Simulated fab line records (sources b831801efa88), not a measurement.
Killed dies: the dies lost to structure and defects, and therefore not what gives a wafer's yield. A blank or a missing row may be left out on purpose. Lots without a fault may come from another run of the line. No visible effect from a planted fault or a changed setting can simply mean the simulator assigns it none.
Commonality check across tools :: flow sky130 :: 11 lots and 33 wafers in the sample

== WHY THIS WAS OPENED ==
SKY_VT_ADJUST_HVTR_TW_MEAS_11, reading VT_ADJUST_HVTR_TW: flagged on 2 of 11 lots. Wafers without a fault read 211.1, standard deviation 1.1.
Rule: flag the lot when none of its wafers has a number, or when each of its wafers that has one lies beyond 4 standard deviations from that mean. The other lots count as sound.

lot: L363
measured: day 9 14:16
on: filmMetro-03
VT_ADJUST_HVTR_TW, wafer by wafer: 211.4 211.9 211.8
flag: 

lot: L364
measured: day 10 00:08
on: filmMetro-02
VT_ADJUST_HVTR_TW, wafer by wafer: 210.0 211.8 210.9
flag: 

lot: L369
measured: day 11 10:16
on: filmMetro-04
VT_ADJUST_HVTR_TW, wafer by wafer: 211.0 211.2 211.5
flag: 

lot: L373
measured: day 12 12:58
on: filmMetro-02
VT_ADJUST_HVTR_TW, wafer by wafer: 210.4 210.0 210.3
flag: 

lot: L374
measured: day 12 21:31
on: filmMetro-03
VT_ADJUST_HVTR_TW, wafer by wafer: 211.1 211.5 210.6
flag: 

lot: L375
measured: day 13 04:08
on: filmMetro-03
VT_ADJUST_HVTR_TW, wafer by wafer: 214.0 212.6 212.0
flag: 

lot: L378
measured: day 13 23:23
on: filmMetro-03
VT_ADJUST_HVTR_TW, wafer by wafer: 213.6 212.6 211.7
flag: 

lot: L379
measured: day 14 09:43
on: filmMetro-04
VT_ADJUST_HVTR_TW, wafer by wafer: 209.3 211.1 209.2
flag: 

lot: L383
measured: day 15 17:38
on: filmMetro-03
VT_ADJUST_HVTR_TW, wafer by wafer: 230.5 231.3 230.9
flag: FLAGGED

lot: L384
measured: day 16 05:06
on: filmMetro-02
VT_ADJUST_HVTR_TW, wafer by wafer: 229.9 228.6 229.0
flag: FLAGGED

lot: L385
measured: day 16 09:04
on: filmMetro-03
VT_ADJUST_HVTR_TW, wafer by wafer: 210.2 211.1 211.1
flag: 
The mean of the flagged lots' numbers is 230.0, +18.9 from the usual (+17 standard deviations).

== LOT BY LOT: THE TOOL USED ==
3 process steps preceding the reading are held in the record, out of 708 steps in the route. Read each cell as the tool, then ch plus the chambers that the sampled wafers visited, then the start.
lot: L363
flag: 
SKY_FIELD_ISO_ETCH_14: rieDiel-03 ch 0,1, day 2 06:23
SKY_NWELL_RTA_28: rtpAnneal-01 ch 0, day 5 09:04
SKY_VT_ADJUST_HVTR_IMPLANT_09: implanter-03 ch 0, day 9 14:01

lot: L364
flag: 
SKY_FIELD_ISO_ETCH_14: rieDiel-01 ch 0,1,2, day 2 10:23
SKY_NWELL_RTA_28: rtpAnneal-02 ch 0, day 5 18:33
SKY_VT_ADJUST_HVTR_IMPLANT_09: implanter-03 ch 0, day 9 23:53

lot: L369
flag: 
SKY_FIELD_ISO_ETCH_14: rieDiel-04 ch 1,2,3, day 3 12:53
SKY_NWELL_RTA_28: rtpAnneal-01 ch 0, day 6 21:47
SKY_VT_ADJUST_HVTR_IMPLANT_09: implanter-01 ch 0, day 11 10:01

lot: L373
flag: 
SKY_FIELD_ISO_ETCH_14: rieDiel-01 ch 2,3, day 4 08:29
SKY_NWELL_RTA_28: rtpAnneal-02 ch 0, day 7 20:22
SKY_VT_ADJUST_HVTR_IMPLANT_09: implanter-03 ch 0, day 12 12:43

lot: L374
flag: 
SKY_FIELD_ISO_ETCH_14: rieDiel-01 ch 0,1,2, day 4 13:59
SKY_NWELL_RTA_28: rtpAnneal-01 ch 0, day 8 01:49
SKY_VT_ADJUST_HVTR_IMPLANT_09: implanter-02 ch 0, day 12 21:18

lot: L375
flag: 
SKY_FIELD_ISO_ETCH_14: rieDiel-03 ch 0,3, day 4 21:18
SKY_NWELL_RTA_28: rtpAnneal-01 ch 0, day 8 09:05
SKY_VT_ADJUST_HVTR_IMPLANT_09: implanter-01 ch 0, day 13 03:53

lot: L378
flag: 
SKY_FIELD_ISO_ETCH_14: rieDiel-01 ch 0,1,2, day 5 11:21
SKY_NWELL_RTA_28: rtpAnneal-01 ch 0, day 9 00:32
SKY_VT_ADJUST_HVTR_IMPLANT_09: implanter-01 ch 0, day 13 23:08

lot: L379
flag: 
SKY_FIELD_ISO_ETCH_14: rieDiel-04 ch 0,1,3, day 5 15:56
SKY_NWELL_RTA_28: rtpAnneal-01 ch 0, day 9 09:45
SKY_VT_ADJUST_HVTR_IMPLANT_09: implanter-02 ch 0, day 14 09:28

lot: L383
flag: FLAGGED
SKY_FIELD_ISO_ETCH_14: rieDiel-03 ch 0,1,2, day 6 13:51
SKY_NWELL_RTA_28: rtpAnneal-01 ch 0, day 10 13:41
SKY_VT_ADJUST_HVTR_IMPLANT_09: implanter-02 ch 0, day 15 17:25

lot: L384
flag: FLAGGED
SKY_FIELD_ISO_ETCH_14: rieDiel-01 ch 0,1,3, day 6 18:50
SKY_NWELL_RTA_28: rtpAnneal-02 ch 0, day 10 21:41
SKY_VT_ADJUST_HVTR_IMPLANT_09: implanter-02 ch 0, day 16 04:52

lot: L385
flag: 
SKY_FIELD_ISO_ETCH_14: rieDiel-03 ch 0,3, day 7 01:17
SKY_NWELL_RTA_28: rtpAnneal-01 ch 0, day 11 02:28
SKY_VT_ADJUST_HVTR_IMPLANT_09: implanter-03 ch 0, day 16 08:49
What the steps here do:
- SKY_FIELD_ISO_ETCH_14: etches BARC in N2/H2, stops on SiO2, time 45.9 s, target depth 60 nm.
- SKY_NWELL_RTA_28: time 30 s.
- SKY_VT_ADJUST_HVTR_IMPLANT_09
- SKY_VT_ADJUST_HVTR_TW_MEAS_11

== FLAGGED OVER TOTAL, TOOL BY TOOL (the gauges that took the reading come last) ==
step: SKY_FIELD_ISO_ETCH_14
tool: rieDiel-01
lots run: 5
flagged: 1
share of the flagged lots: some
sound lots run after its first flagged lot: 0

step: SKY_FIELD_ISO_ETCH_14
tool: rieDiel-03
lots run: 4
flagged: 1
share of the flagged lots: some
sound lots run after its first flagged lot: 1 (L385)

step: SKY_FIELD_ISO_ETCH_14
tool: rieDiel-04
lots run: 2
flagged: 0
share of the flagged lots: none
sound lots run after its first flagged lot: -

step: SKY_NWELL_RTA_28
tool: rtpAnneal-01
lots run: 8
flagged: 1
share of the flagged lots: some
sound lots run after its first flagged lot: 1 (L385)

step: SKY_NWELL_RTA_28
tool: rtpAnneal-02
lots run: 3
flagged: 1
share of the flagged lots: some
sound lots run after its first flagged lot: 0

step: SKY_VT_ADJUST_HVTR_IMPLANT_09
tool: implanter-01
lots run: 3
flagged: 0
share of the flagged lots: none
sound lots run after its first flagged lot: -

step: SKY_VT_ADJUST_HVTR_IMPLANT_09
tool: implanter-02
lots run: 4
flagged: 2
share of the flagged lots: all
sound lots run after its first flagged lot: 0

step: SKY_VT_ADJUST_HVTR_IMPLANT_09
tool: implanter-03
lots run: 4
flagged: 0
share of the flagged lots: none
sound lots run after its first flagged lot: -

step: SKY_VT_ADJUST_HVTR_TW_MEAS_11
tool: filmMetro-02
lots run: 3
flagged: 1
share of the flagged lots: some
sound lots run after its first flagged lot: 0

step: SKY_VT_ADJUST_HVTR_TW_MEAS_11
tool: filmMetro-03
lots run: 6
flagged: 1
share of the flagged lots: some
sound lots run after its first flagged lot: 1 (L385)

step: SKY_VT_ADJUST_HVTR_TW_MEAS_11
tool: filmMetro-04
lots run: 2
flagged: 0
share of the flagged lots: none
sound lots run after its first flagged lot: -

== WHAT THE TABLE ALLOWS ==
In the table, 1 row covers all flagged lots: implanter-02 at SKY_VT_ADJUST_HVTR_IMPLANT_09.
- implanter-02 at SKY_VT_ADJUST_HVTR_IMPLANT_09: 2 of its 4 lots flagged. It ran its last sound lot, L379, at day 14 09:28 and its first flagged lot, L383, at day 15 17:25: a fault with its onset between the two fits. Its own readings lie more than 4 standard deviations out on every wafer of the flagged lots: doseIonsCm2, faradayCurrentUA.
Just one tool remains: implanter-02 at SKY_VT_ADJUST_HVTR_IMPLANT_09.

== WHAT THE SIMULATOR HAD INSERTED ==
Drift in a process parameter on implanter-02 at SKY_VT_ADJUST_HVTR_IMPLANT_09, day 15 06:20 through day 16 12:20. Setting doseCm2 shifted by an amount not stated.
Lots struck among those shown: L383, L384. This agrees with what the rule above found.
